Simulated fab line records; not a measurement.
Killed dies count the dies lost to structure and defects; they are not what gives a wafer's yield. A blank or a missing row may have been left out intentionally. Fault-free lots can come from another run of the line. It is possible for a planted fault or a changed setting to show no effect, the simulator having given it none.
Which of the tools did it? | flow sky130 | 33 wafers from 11 lots sampled at 5 of the route's 708 steps

## WHAT EACH GAUGE READ, for each wafer
SKY_VIA4_THK_MEAS_01.
lot  | measured     | on            | VIA4_HDPCVD_THK (nm)
L912 | day 40 14:43 | film_metro-01 | 1726 1744 1740
L913 | day 41 16:34 | film_metro-04 | 1759 1743 1781
L916 | day 43 07:14 | film_metro-03 | 1766 1774 1763
L918 | day 43 17:33 | film_metro-03 | 1721 1741 1723
L920 | day 44 19:40 | film_metro-03 | 1728 2812 2833
L921 | day 44 22:26 | film_metro-03 | 1739 2836 2869
L931 | day 47 02:29 | film_metro-01 | 1718 1722 1728
L932 | day 47 14:41 | film_metro-03 | 1769 1759 1793
L933 | day 48 04:22 | film_metro-03 | 1757 1743 1755
L934 | day 48 06:49 | film_metro-04 | 1758 1770 1761
L935 | day 48 10:55 | film_metro-04 | 1757 1763 1784

SKY_VIA4_BOW_MEAS_03.
lot  | measured     | on            | VIA4_BOW (um)
L912 | day 40 15:04 | film_metro-01 | 81 80 93
L913 | day 41 16:56 | film_metro-03 | 81 81 81
L916 | day 43 07:37 | film_metro-03 | 79 86 72
L918 | day 43 17:55 | film_metro-04 | 72 67 77
L920 | day 44 20:02 | film_metro-04 | 63 85 95
L921 | day 44 22:47 | film_metro-04 | 92 98 79
L931 | day 47 02:50 | film_metro-03 | 75 75 74
L932 | day 47 15:02 | film_metro-04 | 82 78 93
L933 | day 48 05:10 | film_metro-04 | 93 90 98
L934 | day 48 07:11 | film_metro-03 | 80 77 83
L935 | day 48 11:16 | film_metro-01 | 79 96 86

## WHICH TOOL RAN EACH LOT (tool, then ch and the chambers of the sampled wafers, then the start)
lot  | SKY_CAP2M_SPUTTER_02         | SKY_METAL4_DESCUM_15              | SKY_VIA4_HDPCVD_00
L912 | pvd_sputter-01, day 38 09:55 | rie_metal-04 ch 0,1, day 40 13:37 | hdpcvd-01 ch 0,1,2, day 40 14:32
L913 | pvd_sputter-02, day 39 14:02 | rie_metal-04 ch 0,1, day 41 15:28 | hdpcvd-02 ch 0,2, day 41 16:23
L916 | pvd_sputter-04, day 41 06:59 | rie_metal-01 ch 0,1, day 43 06:04 | hdpcvd-01 ch 0,1,2, day 43 07:03
L918 | pvd_sputter-01, day 41 16:23 | rie_metal-01 ch 0,1, day 43 16:25 | hdpcvd-02 ch 0,1, day 43 17:22
L920 | pvd_sputter-04, day 42 19:13 | rie_metal-01 ch 0,1, day 44 18:22 | hdpcvd-02 ch 0,1, day 44 19:29
L921 | pvd_sputter-01, day 42 23:41 | rie_metal-01 ch 0,1, day 44 21:08 | hdpcvd-02 ch 1,2, day 44 22:15
L931 | pvd_sputter-01, day 45 08:04 | rie_metal-01 ch 0,1, day 47 01:16 | hdpcvd-01 ch 0,1,2, day 47 02:18
L932 | pvd_sputter-04, day 45 20:43 | rie_metal-02 ch 0,1, day 47 13:35 | hdpcvd-02 ch 0,1,2, day 47 14:31
L933 | pvd_sputter-04, day 46 12:05 | rie_metal-02 ch 1, day 48 03:16   | hdpcvd-01 ch 0,1,2, day 48 04:11
L934 | pvd_sputter-01, day 46 14:28 | rie_metal-04 ch 0,1, day 48 05:43 | hdpcvd-01 ch 0,1,2, day 48 06:38
L935 | pvd_sputter-04, day 46 18:36 | rie_metal-04 ch 0,1, day 48 09:47 | hdpcvd-02 ch 0,1,2, day 48 10:44
- SKY_CAP2M_SPUTTER_02: material TiN, target thk 200 nm, time 166.7 s.
- SKY_METAL4_DESCUM_15: chemistry O2, time 8 s.
- SKY_VIA4_HDPCVD_00: deposits SiO2, target thk 1750 nm, time 291.7 s.

## AS READ BY THE TOOLS THEMSELVES (means over the sampled wafers that have a number; for cases with no such wafer, the mark the record gives instead)
SKY_CAP2M_SPUTTER_02.
lot  | tool           | cathode_dc_power_W (W) | substrate_temp_c (C) | throttle_valve_pct (%)
L912 | pvd_sputter-01 | 6499.6                 | 299.87               | 29.7
L913 | pvd_sputter-02 | 6500.5                 | 299.97               | 29.3
L916 | pvd_sputter-04 | 6499.3                 | 300.00               | 29.9
L918 | pvd_sputter-01 | 6500.3                 | 299.92               | 30.5
L920 | pvd_sputter-04 | 6499.2                 | 300.05               | 30.1
L921 | pvd_sputter-01 | 6500.7                 | 299.87               | 29.5
L931 | pvd_sputter-01 | 6499.2                 | 299.75               | 28.9
L932 | pvd_sputter-04 | 6500.5                 | 300.02               | 30.1
L933 | pvd_sputter-04 | 6499.2                 | 299.94               | 30.1
L934 | pvd_sputter-01 | 6500.0                 | 299.71               | 31.8
L935 | pvd_sputter-04 | 6499.4                 | 300.07               | 29.5

SKY_METAL4_DESCUM_15.
lot  | tool         | drypump_motor_current_A (A) | oes_product_au (a.u.)
L912 | rie_metal-04 | 5.7                         | 1.007
L913 | rie_metal-04 | 5.7                         | 1.002
L916 | rie_metal-01 | 5.9                         | 0.996
L918 | rie_metal-01 | 5.9                         | 0.998
L920 | rie_metal-01 | 5.9                         | 1.001
L921 | rie_metal-01 | 5.9                         | 1.002
L931 | rie_metal-01 | 5.9                         | 0.990
L932 | rie_metal-02 | 5.5                         | 0.999
L933 | rie_metal-02 | 5.1                         | 1.009
L934 | rie_metal-04 | 5.9                         | 1.001
L935 | rie_metal-04 | 5.8                         | 1.003

SKY_VIA4_HDPCVD_00.
lot  | tool      | run_length_s (s) | sih4_flow_sccm (sccm)
L912 | hdpcvd-01 | 319.9            | 60.21
L913 | hdpcvd-02 | 319.5            | 60.15
L916 | hdpcvd-01 | 319.9            | 59.97
L918 | hdpcvd-02 | 319.4            | 60.05
L920 | hdpcvd-02 | 442.4            | 59.96
L921 | hdpcvd-02 | 442.7            | 60.18
L931 | hdpcvd-01 | 319.8            | 60.06
L932 | hdpcvd-02 | 319.6            | 59.88
L933 | hdpcvd-01 | 319.5            | 60.07
L934 | hdpcvd-01 | 319.8            | 59.87
L935 | hdpcvd-02 | 319.7            | 59.91

## THE ANSWER, worked out from the rows above alone
Rule: the usual values come from the lots themselves. The widest of any qualifying gaps counts: lots, ordered by their means at a reading, are off when they make up no more than a third of the lots, leave a main group of 4 or more, and stand apart from it by 3 or more times the standard deviation of that group's means. The tables above print the reading to a certain number of digits; a main group whose means all agree to those digits is not used. A lot without any number at a reading at which 4 lots or more have one is off too. The other lots that the step has rows for count as sound. After the gauges, taken in route order, come the tools' own readings; for these a lot's mean is taken, as printed above. The first step at which some lot is off is used, and at that step the reading that is off furthest; a lot without a number counts as furthest.
Off: at SKY_VIA4_THK_MEAS_01 (VIA4_HDPCVD_THK), L920, L921. Main group: mean 1753 nm, sd 18.
If a tool, at a process step before that reading, ran all the lots that are off and no sound lot after the first of them, it fits. Not tried: the gauges at SKY_VIA4_THK_MEAS_01; whatever is off there is also off at SKY_VIA4_HDPCVD_00, on other tools, and gauge error can't account for it. No candidate that was tried fits.

## WHAT THE SIMULATOR HAD INSERTED
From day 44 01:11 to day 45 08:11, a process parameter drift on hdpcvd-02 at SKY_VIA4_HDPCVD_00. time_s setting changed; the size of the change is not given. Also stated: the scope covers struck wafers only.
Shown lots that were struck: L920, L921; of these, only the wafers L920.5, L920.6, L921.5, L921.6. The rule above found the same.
